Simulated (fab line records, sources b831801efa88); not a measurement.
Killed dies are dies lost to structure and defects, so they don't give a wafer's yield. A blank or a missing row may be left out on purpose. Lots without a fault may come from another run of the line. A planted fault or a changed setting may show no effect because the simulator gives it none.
fab line records | flow sky130
record lots=5 wafers=15 last_day=49
route steps=708 shown VIA4@645 METAL5@661 PAD_OPEN@708
lots that met no fault: from a run of the same line without faults
start_h: hours from the record's first day to the start of the lot's first wafer shown | wait_h: hours since the lot's step before | " the same as in the row above | L1.1+2: a row that stands for several wafers | - no value, or no start given | * or withheld: withheld | < > ~ a bound
route shown NAME@n: a module of which the file shows steps, and the number in the route of the first | usual: mean/standard deviation of fault-free wafers | same: alike in all rows | chamber/n: place in a boat | sites: the reading at each site | _std_site: their standard deviation | _edge_site: outer sites' mean less inner sites' | radius_mm: how far each site lies from the wafer's centre | mask NAME#n: copy n | behind: the tool/chamber that last shaped the wafer | hold: why the lot was held/for how many hours/how that ended | device: the transistor (n, p or np) that didn't switch | end of line: the same wafers' tests at the end of the route | a step without rows: its recipe alone | killed: dies lost to structure and defects at the first sort, not the wafer's yield | map: a wafer's dies, x killed, . not, _ none there
set.NAME: the setting as run; set.NAME@STEP: as run at that earlier step | model.NAME: the simulator's own value behind a step, which no gauge read
lots at some steps of the route; a table a step, a row a wafer
services: from which hour (start_h, from the record's first day; less than 0 if before it) a tool's chamber was out of use, for how many hours, and why
## steps
# step SKY_VIA4_COAT_06
# recipe resist=NOVOLAK spin_rpm=3000 resist_thk_nm=1140
# step SKY_VIA4_SOFTBAKE_07
# recipe temp_c=90 time_s=60 resist=NOVOLAK
# step SKY_VIA4_EXPOSE_08
# recipe mask_id=VIM4 na=0.6 source_shape=conventional sigma_outer=0.6 polarization=unpolarized target_cd_nm=800 dose_mj=132
# step SKY_VIA4_PEB_09
# recipe temp_c=withheld time_s=* resist=NOVOLAK
# step SKY_VIA4_DEVELOP_10
# recipe resist=NOVOLAK developer=TMAH develop_time_s=60 dev_temp_c=23
# step SKY_VIA4_OVL_MEAS_11
# usual VIA4_OVL=-0.7/1.3
# columns lot.wafer tool chamber start_h wait_h VIA4_OVL[nm]
L807.2 overlay-02 - 1001.88 0.1 -1.0
L807.3 " - " " -1.0
L807.5 " - " " -2.0
L808.1 overlay-02 - 1018.14 0.1 -3.2
L808.2 " - " " -1.4
L808.3 " - " " -2.6
L812.2 overlay-01 - 1041.28 0.1 -2.7
L812.4 " - " " -1.1
L812.5 " - " " 0.0
L821.1 overlay-01 - 1091.99 0.1 1.8
L821.2 " - " " 1.6
L821.6 " - " " 1.1
L824.1 overlay-01 - 1110.22 0.1 -0.8
L824.2 " - " " -0.4
L824.5 " - " " -0.9
# step SKY_VIA4_ETCH_12
# recipe target=SiO2 chemistry=C4F8/O2/Ar stop_on=TiN mask_material=NOVOLAK source_w=1500 bias_w=1200 pressure_mtorr=40 c4f8_flow_sccm=withheld O2_flow_sccm=6 Ar_flow_sccm=300 time_s=withheld target_depth_a=5800
# usual oes_product_au=0.926/0.005
# columns lot.wafer tool chamber start_h wait_h oes_product_au
L807.2 rie_diel-04 1 1001.91 0.0 0.925
L807.3 " 2 " " 0.925
L807.5 " 2 " " 0.928
L808.1 rie_diel-04 1 1018.17 0.0 0.926
L808.2 " 3 " " 0.925
L808.3 " 2 " " 0.924
L812.2 rie_diel-01 3 1041.31 0.0 0.923
L812.4 " 1 " " 0.930
L812.5 " 0 " " 0.926
L821.1 rie_diel-02 1 1092.03 0.0 0.933
L821.2 " 2 " " 0.920
L821.6 " 1 " " 0.922
L824.1 rie_diel-01 3 1110.26 0.0 0.935
L824.2 " 0 " " 0.927
L824.5 " 2 " " 0.925
# step SKY_VIA4_STRIP_13
# recipe chemistry=O2/N2 power_w=1400 pressure_mtorr=1500 platen_temp_c=withheld o2_flow_sccm=3000 n2_flow_sccm=300 overash_fraction=0.5
# usual drypump_motor_current_A=5.63/0.19 oes_product_au=0.710/0.0045 strip_time_to_endpoint_s=12.84/0.038
# columns lot.wafer tool chamber start_h wait_h drypump_motor_current_A oes_product_au rf_hours_counter_h strip_time_to_endpoint_s
L807.2 plasma_asher-03 1 1001.98 - 5.66 0.718 56 12.87
L807.3 " 1 " " 5.68 0.704 - 12.86
L807.5 " 1 " " 5.64 0.709 - 12.87
L808.1 plasma_asher-01 0 1018.25 - 5.43 0.700 27 12.77
L808.2 " 1 " " 5.97 0.712 27 12.76
L808.3 " 0 " " 5.44 0.700 - 12.79
L812.2 plasma_asher-01 1 1041.38 - 5.95 0.709 30 12.85
L812.4 " 1 " " 5.99 0.714 - 12.81
L812.5 " 1 " " 5.96 0.710 - 12.81
L821.1 plasma_asher-04 1 1092.10 - 5.44 0.713 96 12.76
L821.2 " 0 " " 5.68 0.712 96 12.83
L821.6 " 1 " " 5.47 0.712 - 12.80
L824.1 plasma_asher-01 0 1110.33 - 5.46 0.707 37 12.86
L824.2 " 1 " " 5.96 0.711 37 12.83
L824.5 " 0 " " 5.46 0.714 - 12.91
# step SKY_VIA4_STRIP_14
# recipe chemistry=post_etch_residue_remover time_s=1200 temp_c=72.5
# step SKY_VIA4_CLEAN_15
# recipe chemistry=IPA time_s=180 temp_c=25
# step SKY_VIA4_CLEAN_16
# recipe chemistry=O3/DIW dry=n2_spin
# step SKY_VIA4_SPUTTER_17
# recipe material=TiN target_thk_nm=20 chamber_pressure_pa=5 power_w=4000 time_s=80
# usual chamber_pressure_pa=4.999/0.01 throttle_valve_pct=29.9/1.1
# columns lot.wafer tool chamber start_h wait_h chamber_pressure_pa throttle_valve_pct
L807.2 pvd_sputter-02 - 1002.58 0.0 5.003 28.7
L807.3 " - " " 5.006 30.9
L807.5 " - " " 4.995 30.8
L808.1 pvd_sputter-03 - 1018.91 0.0 5.004 30.6
L808.2 " - " " 5.002 30.0
L808.3 " - " " 5.013 28.4
L812.2 pvd_sputter-03 - 1042.02 0.0 5.005 30.0
L812.4 " - " " 5.015 30.8
L812.5 " - " " 5.007 30.7
L821.1 pvd_sputter-03 - 1092.83 0.0 4.992 28.7
L821.2 " - " " 4.993 30.7
L821.6 " - " " 4.996 30.1
L824.1 pvd_sputter-02 - 1110.96 0.0 4.995 29.1
L824.2 " - " " 5.011 30.2
L824.5 " - " " 4.992 29.4
# step SKY_VIA4_CVD_18
# recipe material=W target_thk_nm=505 time_s=152.14 temp_c=400 pressure_torr=40
# usual heater_power_w=800/47
# columns lot.wafer tool chamber start_h wait_h heater_power_w model.W_of_VIA4_CVD_18.thk_nm
L807.2 cvd_w-02 0 1002.64 0.0 848 495
L807.3 " 1 " " 727 496.9
L807.5 " 0 " " 828 493
L808.1 cvd_w-01 0 1018.97 0.0 788 507.4
L808.2 " 1 " " 828 500.4
L808.3 " 1 " " 844 501.9
L812.2 cvd_w-01 1 1042.11 0.1 853 496.6
L812.4 " 0 " " 801 853.4
L812.5 " 0 " " 808 502.9
L821.1 cvd_w-02 1 1092.89 0.0 727 495.6
L821.2 " 0 " " 842 495.3
L821.6 " 1 " " 726 500.8
L824.1 cvd_w-02 0 1111.02 0.0 820 511.8
L824.2 " 1 " " 725 507.6
L824.5 " 0 " " 848 507.2
# step SKY_VIA4_RS_MEAS_19
# recipe thk_meas_gauge=four-point-probe reads=W_of_VIA4_CVD_18+TiN_of_VIA4_SPUTTER_17
# usual VIA4_W_RS=0.2283/0.0023
# columns lot.wafer tool chamber start_h wait_h VIA4_W_RS[ohm/sq]
L807.2 film_metro-03 - 1002.81 0.1 0.2304
L807.3 " - " " 0.2293
L807.5 " - " " 0.2314
L808.1 film_metro-01 - 1019.12 0.1 0.2256
L808.2 " - " " 0.2283
L808.3 " - " " 0.2280
L812.2 film_metro-01 - 1042.28 0.1 0.2305
L812.4 " - " " 0.1336
L812.5 " - " " 0.2277
L821.1 film_metro-01 - 1093.04 0.1 0.2309
L821.2 " - " " 0.2309
L821.6 " - " " 0.2285
L824.1 film_metro-02 - 1111.17 0.1 0.2235
L824.2 " - " " 0.2252
L824.5 " - " " 0.2254
# step SKY_VIA4_THK_MEAS_20
# recipe thk_meas_gauge=xrf reads=W_of_VIA4_CVD_18
# usual VIA4_W_THK=498/6.3
# columns lot.wafer tool chamber start_h wait_h VIA4_W_THK[nm]
L807.2 film_metro-03 - 1002.92 0.1 485
L807.3 " - " " 490
L807.5 " - " " 490
L808.1 film_metro-01 - 1019.24 0.1 507
L808.2 " - " " 503
L808.3 " - " " 506
L812.2 film_metro-01 - 1042.39 0.1 495
L812.4 " - " " 846
L812.5 " - " " 503
L821.1 film_metro-01 - 1093.16 0.1 490
L821.2 " - " " 491
L821.6 " - " " 493
L824.1 film_metro-02 - 1111.29 0.1 505
L824.2 " - " " 500
L824.5 " - " " 502
# step SKY_VIA4_CMP_21
# recipe stop_on=SiO2 t_overpolish_s=25 down_force_psi=3.5 platen_rpm=60 target_thk_nm=0 pad_velocity_m_s=0.94248
# usual motor_current_A=11.0/1.3 time_to_endpoint_s=123/3.7
# columns lot.wafer tool chamber start_h wait_h motor_current_A time_to_endpoint_s
L807.2 cmp-01 1 1002.97 0.0 10.9 127
L807.3 " 2 " " 10.0 119
L807.5 " 2 " " 9.8 118
L808.2 cmp-02 0 1019.30 0.0 12.2 118
L808.1 " 2 " " 12.3 116
L808.3 " 3 " " 14.0 123
L812.4 cmp-01 2 1042.49 0.1 9.6 213
L812.2 " 0 " " 11.2 125
L812.5 " 2 " " 9.9 125
L821.2 cmp-01 2 1093.27 0.1 10.2 118
L821.1 " 3 " " 10.0 126
L821.6 " 1 " " 11.2 122
L824.2 cmp-02 2 1111.75 0.4 11.4 120
L824.1 " 0 " " 12.8 128
L824.5 " 2 " " 11.8 119
# step SKY_METAL5_SPUTTER_00
# recipe material=Ti target_thk_nm=15 power_w=3000 time_s=10 chamber_pressure_pa=0.4
# usual chamber_pressure_pa=0.3999/0.00085 throttle_valve_pct=30.1/1
# columns lot.wafer tool chamber start_h wait_h chamber_pressure_pa throttle_valve_pct
L807.2 pvd_sputter-01 - 1003.27 0.2 0.4000 30.0
L807.3 " - " " 0.3998 31.3
L807.5 " - " " 0.4009 28.6
L808.1 pvd_sputter-03 - 1019.60 0.1 0.4018 30.7
L808.2 " - " " 0.4009 28.5
L808.3 " - " " 0.4009 29.8
L812.2 pvd_sputter-02 - 1042.74 0.1 0.3994 28.8
L812.4 " - " " 0.4011 30.5
L812.5 " - " " 0.3978 28.8
L821.1 pvd_sputter-02 - 1093.52 0.1 0.3992 29.5
L821.2 " - " " 0.3997 30.6
L821.6 " - " " 0.3994 30.4
L824.1 pvd_sputter-01 - 1112.00 0.1 0.4000 28.6
L824.2 " - " " 0.4007 31.3
L824.5 " - " " 0.4002 32.2
# step SKY_PAD_OPEN_PROBE_99
# usual defect_limited_yield=81.9/2 killed_at_M0_to_M3=43/6.5 killed_at_M4_up=3.2/1.8 killed_at_contacts=26/5.2 killed_at_front_end=16/4.8 killed_at_other=0.3/0.6 killed_dies=89/9.6 killed_on_rim=17/3.7 killed_open=48/7.1 killed_short=40/6.4 sort_bin_3_pad_short=0.9/0.37 sort_bin_5_function=10.7/1.4 sort_bin_6_memory=6.5/1.2 sort_n_pass=403/9.6 sort_yield_pct=81.9/2
# same gross_dies=492 killed_at_back_side=0 sort_bin_4_leakage[%]=0 sort_bin_8_speed[%]=0
# columns lot.wafer tool chamber start_h wait_h defect_limited_yield[%] killed_at_M0_to_M3 killed_at_M4_up killed_at_contacts killed_at_front_end killed_at_other killed_dies killed_on_rim killed_open killed_short sort_bin_3_pad_short[%] sort_bin_5_function[%] sort_bin_6_memory[%] sort_n_pass sort_yield_pct[%]
L808.1 prober-02 - 1089.24 0.1 83.1 48 2 18 15 0 83 12 40 43 0.8 9.3 6.7 409 83.1
L808.2 prober-02 - 1089.29 0.1 83.7 42 1 22 15 0 80 12 47 33 1.0 10.4 4.9 412 83.7
L808.3 prober-02 - 1089.34 0.2 81.9 47 4 26 12 0 89 21 40 49 0.8 9.6 7.7 403 81.9
L821.1 prober-01 - 1154.06 0.1 83.5 33 4 26 16 2 81 18 45 35 0.6 9.6 6.3 411 83.5
L821.2 prober-01 - 1154.11 0.1 84.1 28 5 33 12 0 78 17 39 36 0 10.2 5.7 414 84.1
L821.6 prober-01 - 1154.31 0.2 81.3 45 5 31 11 0 92 16 52 40 1.2 11.6 5.9 400 81.3
L824.1 prober-02 - 1171.80 0.1 79.1 56 2 30 14 1 103 21 52 51 1.0 11.6 8.3 389 79.1
L824.2 prober-02 - 1171.85 0.1 81.5 45 2 25 19 0 91 14 51 40 0.8 11.6 6.1 401 81.5
L824.5 prober-02 - 1172.00 0.2 79.7 45 6 35 14 0 100 27 50 50 1.0 12.2 7.1 392 79.7
# killed by level:class
L808.1 VIA2:geometric_particle:open=11 VIA1:geometric_particle:open=7 CONTACT:geometric_particle:open=6 METAL1:geometric_particle:short=6 VIA3:geometric_particle:short=6 LOCAL_INTERCONNECT:geometric_particle:short=5 VIA3:geometric_particle:open=5 FIELD_ISO:geometric_particle:open=4
L808.2 CONTACT:geometric_particle:open=10 VIA2:geometric_particle:open=9 VIA3:geometric_particle:open=7 LI_CONTACT:geometric_particle:open=5 VIA1:geometric_particle:short=5 METAL1:geometric_particle:short=5 VIA2:geometric_particle:short=5 POLY_GATE:geometric_particle:short=4
L808.3 CONTACT:geometric_particle:open=8 VIA1:geometric_particle:open=8 LI_CONTACT:geometric_particle:open=7 LI_CONTACT:geometric_particle:short=7 METAL1:geometric_particle:short=7 METAL2:geometric_particle:short=7 VIA2:geometric_particle:open=7 VIA3:geometric_particle:open=6
L821.1 LI_CONTACT:geometric_particle:open=13 VIA1:geometric_particle:open=7 CONTACT:geometric_particle:open=6 POLY_GATE:geometric_particle:open=5 VIA1:geometric_particle:short=5 VIA3:geometric_particle:open=4 METAL1:geometric_particle:short=4 FIELD_ISO:geometric_particle:short=3
L821.2 LI_CONTACT:geometric_particle:open=12 CONTACT:geometric_particle:short=9 CONTACT:geometric_particle:open=7 VIA3:geometric_particle:short=6 FIELD_ISO:geometric_particle:open=4 VIA1:geometric_particle:open=4 VIA1:geometric_particle:short=4 METAL2:geometric_particle:short=4
L821.6 VIA1:geometric_particle:open=17 CONTACT:geometric_particle:open=10 LI_CONTACT:geometric_particle:open=7 VIA2:geometric_particle:open=6 LI_CONTACT:geometric_particle:short=5 CONTACT:geometric_particle:short=5 METAL1:geometric_particle:short=4 VIA2:geometric_particle:short=4
L824.1 VIA1:geometric_particle:open=13 CONTACT:geometric_particle:open=12 METAL1:geometric_particle:short=9 VIA3:geometric_particle:open=7 VIA3:geometric_particle:short=6 LI_CONTACT:geometric_particle:open=6 CONTACT:geometric_particle:short=5 VIA1:geometric_particle:short=5
L824.2 VIA1:geometric_particle:open=13 CONTACT:geometric_particle:open=9 METAL2:geometric_particle:short=8 VIA2:geometric_particle:open=7 FIELD_ISO:geometric_particle:short=6 CONTACT:geometric_particle:short=6 VIA3:geometric_particle:open=6 POLY_GATE:geometric_particle:open=4
L824.5 CONTACT:geometric_particle:open=15 VIA1:geometric_particle:open=10 METAL2:geometric_particle:short=6 LI_CONTACT:geometric_particle:open=6 CONTACT:geometric_particle:short=6 METAL1:geometric_particle:short=6 VIA2:geometric_particle:open=6 FIELD_ISO:geometric_particle:short=5
## services
# columns tool chamber start_h hours kind
cmp-01 - 999.58 1.9 repair
cmp-02 - 1006.54 0.9 repair
cvd_w-02 - 1009.27 0.8 repair
cmp-01 - 1014.91 2.5 repair
pvd_sputter-02 - 1019.45 3.2 repair
cmp-01 - 1023.99 0.9 repair
cvd_w-02 0 1030.05 4.6 repair
plasma_asher-03 - 1037.55 0.6 repair
cvd_w-02 - 1038.38 9.4 repair
plasma_asher-04 - 1051.77 4.3 repair
rie_diel-02 3 1063.06 1.8 repair
pvd_sputter-01 - 1073.41 3.7 repair
cmp-01 - 1084.00 4.0 pm
cmp-01 - 1088.00 - consumable_replace:conditioner
cmp-01 - 1088.00 - consumable_replace:pad
rie_diel-02 0 1091.65 11.8 repair
rie_diel-01 - 1095.53 0.4 repair
cmp-01 - 1107.15 3.6 repair
rie_diel-01 1 1110.20 18.9 repair
cmp-01 - 1110.61 1.3 repair
## key
first_sign step=SKY_VIA4_RS_MEAS_19 reading=VIA4_W_RS direction=down sigmas=42 usual=0.2283 struck=0.1336
effect step=SKY_VIA4_THK_MEAS_20 reading=VIA4_W_THK direction=up sigmas=55 usual=498 struck=846
effect step=SKY_VIA4_CMP_21 reading=time_to_endpoint_s direction=up sigmas=24 usual=* struck=*
model_effect step=SKY_VIA4_CVD_18 value=W_of_VIA4_CVD_18.thk_nm without=505.3 struck=853.4
met_at SKY_VIA4_CVD_18
struck_wafers L812.4
onset_between 1018.97 1042.11
fault kind=process_parameter_drift tool=cvd_w-01 chamber=- onset_h=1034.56 steps=SKY_VIA4_CVD_18 channel=target_thk_nm offset=350.19 shape=step end_h=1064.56 scope=struck_wafers_only acts_in=these_recipes_only stated=505
